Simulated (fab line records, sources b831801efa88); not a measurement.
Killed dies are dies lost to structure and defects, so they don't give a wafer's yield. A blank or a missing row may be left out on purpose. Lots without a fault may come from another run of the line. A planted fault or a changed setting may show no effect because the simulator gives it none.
fab line records | flow sky130
record lots=14 wafers=42 last_day=50
route steps=708 shown FIELD_ISO@15 DNWELL@39
lots that met no fault: from a run of the same line without faults
start_h: hours from the record's first day to the start of the lot's first wafer shown | wait_h: hours since the lot's step before | " the same as in the row above | L1.1+2: a row that stands for several wafers | - no value, or no start given | * or withheld: withheld | < > ~ a bound
route shown NAME@n: a module of which the file shows steps, and the number in the route of the first | usual: mean/standard deviation of fault-free wafers | same: alike in all rows | chamber/n: place in a boat | sites: the reading at each site | _std_site: their standard deviation | _edge_site: outer sites' mean less inner sites' | radius_mm: how far each site lies from the wafer's centre | mask NAME#n: copy n | behind: the tool/chamber that last shaped the wafer | hold: why the lot was held/for how many hours/how that ended | device: the transistor (n, p or np) that didn't switch | end of line: the same wafers' tests at the end of the route | a step without rows: its recipe alone | killed: dies lost to structure and defects at the first sort, not the wafer's yield | map: a wafer's dies, x killed, . not, _ none there
set.NAME: the setting as run; set.NAME@STEP: as run at that earlier step | model.NAME: the simulator's own value behind a step, which no gauge read
steps of the route over a sample of lots; a table a step, a row a wafer
services: from which hour (start_h, from the record's first day; less than 0 if before it) a tool's chamber was out of use, for how many hours, and why
## steps
# step SKY_FIELD_ISO_ETCH_14
# recipe chemistry=N2/H2 target=BARC ion_energy_ev=200 source_w=500 bias_w=100 pressure_mtorr=30 n2_flow_sccm=100 h2_flow_sccm=200 stop_on=SiO2 time_s=45.9 target_depth_a=600
# usual drypump_motor_current_A=5.8/0.5 oes_product_au=0.854/0.0048 throttle_valve_pct=13.225/0.0076
# columns lot.wafer tool chamber start_h wait_h drypump_motor_current_A oes_product_au rf_hours_counter_h throttle_valve_pct
L740.1 rie_diel-02 0 28.33 0.1 5.8 0.853 112 13.214
L740.4 " 2 " " 5.8 0.858 - 13.223
L740.6 " 1 " " 5.4 0.860 - 13.234
L742.3 rie_diel-02 1 42.12 0.1 5.4 0.852 52 13.228
L742.5 " 0 " " 5.8 0.856 - 13.231
L742.6 " 1 " " 5.4 0.846 - 13.227
L743.3 rie_diel-01 0 48.88 0.1 5.4 0.850 124 13.220
L743.4 " 3 " " 5.5 0.849 146 13.226
L743.5 " 3 " " 5.5 0.853 - 13.230
L744.3 rie_diel-04 2 51.07 0.1 6.7 0.854 99 13.215
L744.5 " 0 " " 4.8 0.850 - 13.218
L744.6 " 1 " " 5.6 0.852 - 13.229
L745.1 rie_diel-02 2 57.07 0.1 5.7 0.843 145 13.225
L745.2 " 1 " " 5.4 0.853 53 13.218
L745.3 " 3 " " 5.1 0.853 0 13.218
L746.3 rie_diel-01 2 60.58 0.1 6.4 0.854 3 13.221
L746.5 " 1 " " 6.1 0.847 - 13.214
L746.6 " 2 " " 6.4 0.857 - 13.238
L755.2 rie_diel-01 2 105.42 0.1 6.4 0.855 4 13.224
L755.5 " 3 " " 5.5 0.846 - 13.214
L755.6 " 1 " " 6.2 0.847 - 13.225
L756.1 rie_diel-04 2 112.88 0.1 6.7 0.850 100 13.220
L756.2 " 1 " " 5.7 0.845 134 13.238
L756.3 " 3 " " 5.9 0.856 95 13.223
L757.2 rie_diel-04 1 118.42 0.1 5.6 0.850 134 13.225
L757.3 " 2 " " 6.7 0.850 100 13.229
L757.5 " 0 " " 4.8 0.854 - 13.228
L758.3 rie_diel-01 3 128.52 0.1 5.5 0.857 148 13.234
L758.5 " 0 " " 5.4 0.848 - 13.221
L758.6 " 1 " " 6.1 0.864 - 13.223
L759.2 rie_diel-04 0 131.42 0.1 4.8 0.848 3 13.235
L759.5 " 1 " " 5.6 0.860 - 13.245
L759.6 " 2 " " 6.6 0.854 - 13.226
L760.2 rie_diel-04 0 134.58 0.1 4.8 0.857 3 13.228
L760.3 " 1 " " 5.6 0.856 134 13.229
L760.4 " 3 " " 5.9 0.849 95 13.220
L761.4 rie_diel-01 1 138.89 0.1 6.1 0.856 - 13.224
L761.5 " 0 " " 5.5 0.854 - 13.223
L761.6 " 2 " " 6.4 0.861 - 13.228
L762.1 rie_diel-01 1 143.47 0.1 6.2 0.845 8 13.230
L762.3 " 2 " " 6.4 0.860 5 13.230
L762.5 " 3 " " 5.5 0.845 - 13.225
# step SKY_FIELD_ISO_ETCH_15
# recipe chemistry=CHF3/O2 target_depth_nm=180 stop_on=Si source_w=600 bias_w=200 pressure_mtorr=40 chf3_flow_sccm=50 O2_flow_sccm=5 time_s=72
# usual drypump_motor_current_A=5.7/0.5 oes_product_au=0.950/0.0067 throttle_valve_pct=8.846/0.0088
# columns lot.wafer tool chamber start_h wait_h drypump_motor_current_A oes_product_au rf_hours_counter_h throttle_valve_pct
L740.1 rie_diel-02 0 28.37 0.0 5.8 0.944 112 8.821
L740.4 " 2 " " 5.7 0.945 - 8.849
L740.6 " 1 " " 5.4 0.948 - 8.846
L742.3 rie_diel-02 1 42.16 0.0 5.4 0.950 52 8.849
L742.5 " 0 " " 5.8 0.940 - 8.836
L742.6 " 1 " " 5.4 0.953 - 8.850
L743.3 rie_diel-01 0 48.92 0.0 5.4 0.954 124 8.836
L743.4 " 3 " " 5.5 0.951 146 8.849
L743.5 " 3 " " 5.5 0.958 - 8.853
L744.3 rie_diel-04 2 51.12 0.0 6.6 0.954 99 8.861
L744.5 " 0 " " 4.8 0.946 - 8.853
L744.6 " 1 " " 5.6 0.951 - 8.829
L745.1 rie_diel-02 2 57.11 0.0 5.7 0.949 145 8.846
L745.2 " 1 " " 5.4 0.952 53 8.845
L745.3 " 3 " " 5.1 0.951 0 8.856
L746.3 rie_diel-01 2 60.62 0.0 6.4 0.943 3 8.852
L746.5 " 1 " " 6.2 0.959 - 8.839
L746.6 " 2 " " 6.4 0.948 - 8.841
L755.2 rie_diel-01 2 105.47 0.0 6.4 0.966 4 8.849
L755.5 " 3 " " 5.4 0.950 - 8.837
L755.6 " 1 " " 6.1 0.957 - 8.837
L756.1 rie_diel-04 2 112.92 0.0 6.6 0.944 100 8.844
L756.2 " 1 " " 5.6 0.943 134 8.852
L756.3 " 3 " " 5.9 0.946 95 8.833
L757.2 rie_diel-04 1 118.47 0.0 5.6 0.948 134 8.851
L757.3 " 2 " " 6.6 0.954 100 8.842
L757.5 " 0 " " 4.8 0.958 - 8.851
L758.3 rie_diel-01 3 128.57 0.0 5.5 0.950 148 8.843
L758.5 " 0 " " 5.5 0.946 - 8.865
L758.6 " 1 " " 6.1 0.945 - 8.866
L759.2 rie_diel-04 0 131.46 0.0 4.8 0.949 3 8.858
L759.5 " 1 " " 5.6 0.935 - 8.846
L759.6 " 2 " " 6.6 0.952 - 8.838
L760.2 rie_diel-04 0 134.62 0.0 4.8 0.951 3 8.853
L760.3 " 1 " " 5.6 0.937 134 8.859
L760.4 " 3 " " 5.8 0.938 95 8.838
L761.4 rie_diel-01 1 138.94 0.0 6.1 0.946 - 8.839
L761.5 " 0 " " 5.5 0.947 - 8.832
L761.6 " 2 " " 6.4 0.955 - 8.842
L762.1 rie_diel-01 1 143.51 0.0 6.2 0.956 8 8.841
L762.3 " 2 " " 6.4 0.957 5 8.858
L762.5 " 3 " " 5.5 0.965 - 8.854
# step SKY_FIELD_ISO_THK_MEAS_23
# recipe reads=SiO2_of_FIELD_ISO_OXIDATION_22
# usual FIELD_ISO_OXIDATION_01_THK=9.94/0.24
# columns lot.wafer tool chamber start_h wait_h FIELD_ISO_OXIDATION_01_THK[nm]
L740.1 film_metro-03 - 30.51 0.0 9.92
L740.4 " - " " 10.07
L740.6 " - " " 10.12
L742.3 film_metro-01 - 43.85 0.0 9.88
L742.5 " - " " 9.96
L742.6 " - " " 9.86
L743.3 film_metro-01 - 50.62 0.0 10.29
L743.4 " - " " 10.33
L743.5 " - " " 10.40
L744.3 film_metro-02 - 53.05 0.0 10.15
L744.5 " - " " 10.06
L744.6 " - " " 10.26
L745.1 film_metro-02 - 62.53 0.0 10.05
L745.2 " - " " 9.99
L745.3 " - " " 10.06
L746.3 film_metro-01 - 62.55 0.0 10.32
L746.5 " - " " 10.40
L746.6 " - " " 10.22
L755.2 film_metro-02 - 108.19 0.0 10.11
L755.5 " - " " 10.13
L755.6 " - " " 10.01
L756.1 film_metro-01 - 114.61 0.0 9.78
L756.2 " - " " 9.82
L756.3 " - " " 9.70
L757.2 film_metro-02 - 120.15 0.0 9.53
L757.3 " - " " 9.35
L757.5 " - " " 9.53
L758.3 film_metro-02 - 130.33 0.0 9.62
L758.5 " - " " 9.59
L758.6 " - " " 9.68
L759.2 film_metro-02 - 133.18 0.0 9.57
L759.5 " - " " 9.47
L759.6 " - " " 9.52
L760.2 film_metro-01 - 137.25 0.0 9.67
L760.3 " - " " 9.53
L760.4 " - " " 9.72
L761.4 film_metro-01 - 141.48 0.0 9.73
L761.5 " - " " 9.79
L761.6 " - " " 9.61
L762.1 film_metro-02 - 145.63 0.0 10.19
L762.3 " - " " 10.36
L762.5 " - " " 10.06
# step SKY_DNWELL_EXPOSE_04
# recipe mask_id=DNM na=0.57 target_cd_nm=3000 dose_mj=222
# usual exposure_dose_mJ_cm2=222.00/0.22 focus_offset_nm=0.0/0.52
# columns lot.wafer tool chamber start_h wait_h mask exposure_dose_mJ_cm2 focus_offset_nm
L740.1 iline_stepper-02 0 43.23 - DNM#0 221.73 0.0
L740.4 " 0 " " DNM#0 221.87 0.5
L740.6 " 0 " " DNM#0 221.85 -0.4
L742.3 iline_stepper-02 0 56.38 - DNM#0 222.12 -0.2
L742.5 " 0 " " DNM#0 222.06 0.3
L742.6 " 0 " " DNM#0 222.06 -0.5
L743.3 iline_stepper-02 0 64.90 - DNM#0 222.22 0.2
L743.4 " 0 " " DNM#0 222.21 0.7
L743.5 " 0 " " DNM#0 221.94 0.5
L744.3 iline_stepper-02 0 67.02 - DNM#0 221.68 1.1
L744.5 " 0 " " DNM#0 221.79 0.7
L744.6 " 0 " " DNM#0 221.99 0.5
L745.1 iline_stepper-01 - 77.11 - DNM#0 - -
L745.2 " - " " DNM#0 - -
L745.3 " - " " DNM#0 - -
L746.3 iline_stepper-02 - 77.66 - DNM#0 - -
L746.5 " - " " DNM#0 - -
L746.6 " - " " DNM#0 - -
L755.2 iline_stepper-02 0 122.21 - DNM#0 221.72 0.7
L755.5 " 0 " " DNM#0 221.77 0.8
L755.6 " 0 " " DNM#0 221.81 -0.2
L756.1 iline_stepper-01 0 128.42 - DNM#0 221.91 0.0
L756.2 " 0 " " DNM#0 221.95 -0.2
L756.3 " 0 " " DNM#0 221.91 0.2
L757.2 iline_stepper-02 0 133.74 - DNM#0 222.21 -0.5
L757.3 " 0 " " DNM#0 222.08 -0.2
L757.5 " 0 " " DNM#0 222.00 -0.5
L758.3 iline_stepper-01 0 144.16 - DNM#0 222.20 0.7
L758.5 " 0 " " DNM#0 222.17 -0.8
L758.6 " 0 " " DNM#0 222.28 -0.2
L759.2 iline_stepper-01 0 149.50 - DNM#0 221.62 -0.1
L759.5 " 0 " " DNM#0 221.94 1.0
L759.6 " 0 " " DNM#0 222.02 -0.7
L760.2 iline_stepper-01 0 155.22 - DNM#0 222.09 -0.1
L760.3 " 0 " " DNM#0 221.86 -0.5
L760.4 " 0 " " DNM#0 221.94 -0.8
L761.4 iline_stepper-01 0 156.74 - DNM#0 222.06 0.5
L761.5 " 0 " " DNM#0 221.89 0.7
L761.6 " 0 " " DNM#0 222.20 0.2
L762.1 iline_stepper-01 0 161.13 - DNM#0 222.22 -0.4
L762.3 " 0 " " DNM#0 222.43 -0.1
L762.5 " 0 " " DNM#0 222.15 0.1
# step SKY_DNWELL_TW_MEAS_09
# usual DNWELL_TW=1119/9.4
# columns lot.wafer tool chamber start_h wait_h DNWELL_TW
L740.1 film_metro-03 - 51.18 0.1 1118
L740.4 " - " " 1117
L740.6 " - " " 1119
L742.3 film_metro-03 - 64.97 0.1 1116
L742.5 " - " " 1117
L742.6 " - " " 1117
L743.3 film_metro-04 - 72.67 0.1 1122
L743.4 " - " " 1117
L743.5 " - " " 1117
L744.3 film_metro-04 - 75.08 0.1 1116
L744.5 " - " " 1108
L744.6 " - " " 1111
L745.1 film_metro-04 - 86.08 0.1 30
L745.2 " - " " 30
L745.3 " - " " 30
L746.3 film_metro-03 - 86.45 0.1 30
L746.5 " - " " 30
L746.6 " - " " 30
L755.2 film_metro-01 - 131.79 0.1 1119
L755.5 " - " " 1122
L755.6 " - " " 1123
L756.1 film_metro-04 - 138.41 0.1 1116
L756.2 " - " " 1114
L756.3 " - " " 1115
L757.2 film_metro-01 - 143.29 0.1 1124
L757.3 " - " " 1124
L757.5 " - " " 1126
L758.3 film_metro-03 - 153.68 0.1 1119
L758.5 " - " " 1123
L758.6 " - " " 1121
L759.2 film_metro-01 - 159.66 0.1 1127
L759.5 " - " " 1132
L759.6 " - " " 1131
L760.2 film_metro-04 - 165.12 0.1 1102
L760.3 " - " " 1104
L760.4 " - " " 1104
L761.4 film_metro-03 - 167.01 0.1 1128
L761.5 " - " " 1122
L761.6 " - " " 1129
L762.1 film_metro-04 - 170.81 0.1 1104
L762.3 " - " " 1105
L762.5 " - " " 1098
## services
# columns tool chamber start_h hours kind
rie_diel-02 3 19.15 - clean
rie_diel-02 3 19.15 29.5 scheduled_down
rie_diel-02 3 19.15 29.5 vent_cycle
rie_diel-02 2 34.87 3.9 repair
iline_stepper-01 - 40.47 4.4 pm
rie_diel-04 - 41.80 0.6 repair
rie_diel-02 2 58.40 5.7 repair
rie_diel-02 0 60.36 3.9 repair
iline_stepper-02 0 61.12 - calibration
iline_stepper-01 - 84.95 1.7 pm
iline_stepper-01 - 96.02 7.9 repair
rie_diel-01 0 100.13 24.2 repair
iline_stepper-01 0 102.42 - calibration
rie_diel-01 1 106.28 2.9 repair
rie_diel-02 3 121.52 15.1 repair
rie_diel-01 3 137.40 3.0 repair
iline_stepper-02 - 152.57 2.1 pm
iline_stepper-02 - 154.65 - consumable_replace:lamp
rie_diel-01 - 156.30 0.6 repair
rie_diel-02 - 159.83 0.2 repair
## key
first_sign step=SKY_DNWELL_EXPOSE_04 reading=tool_record direction=missing
effect step=SKY_DNWELL_TW_MEAS_09 reading=DNWELL_TW direction=down sigmas=99+ usual=1119 struck=30
met_at SKY_DNWELL_EXPOSE_04
struck_lots L745,L746
sort_left_out L745.1,L745.2,L745.3,L746.3,L746.5,L746.6
tester_left_out L745,L746
not_acting_at SKY_FIELD_ISO_ETCH_14,SKY_FIELD_ISO_ETCH_15,SKY_FIELD_ISO_THK_MEAS_23
onset_between 67.02 77.11
fault kind=skipped_step_whole tool=iline_stepper-01,iline_stepper-02 chamber=- onset_h=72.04 steps=SKY_DNWELL_EXPOSE_04 scope=struck_lots_only
# tester_left_out: of these lots the tester's yield and bins aren't shown, on N5 and GAA mostly nor the transistor test; their killed dies are dies lost to structure and defects alone, not to doping, threshold or leakage, so they don't give the yield
# sort_left_out: the simulated sort isn't trusted on such a fault, so these wafers' sort isn't shown, and their yield isn't known
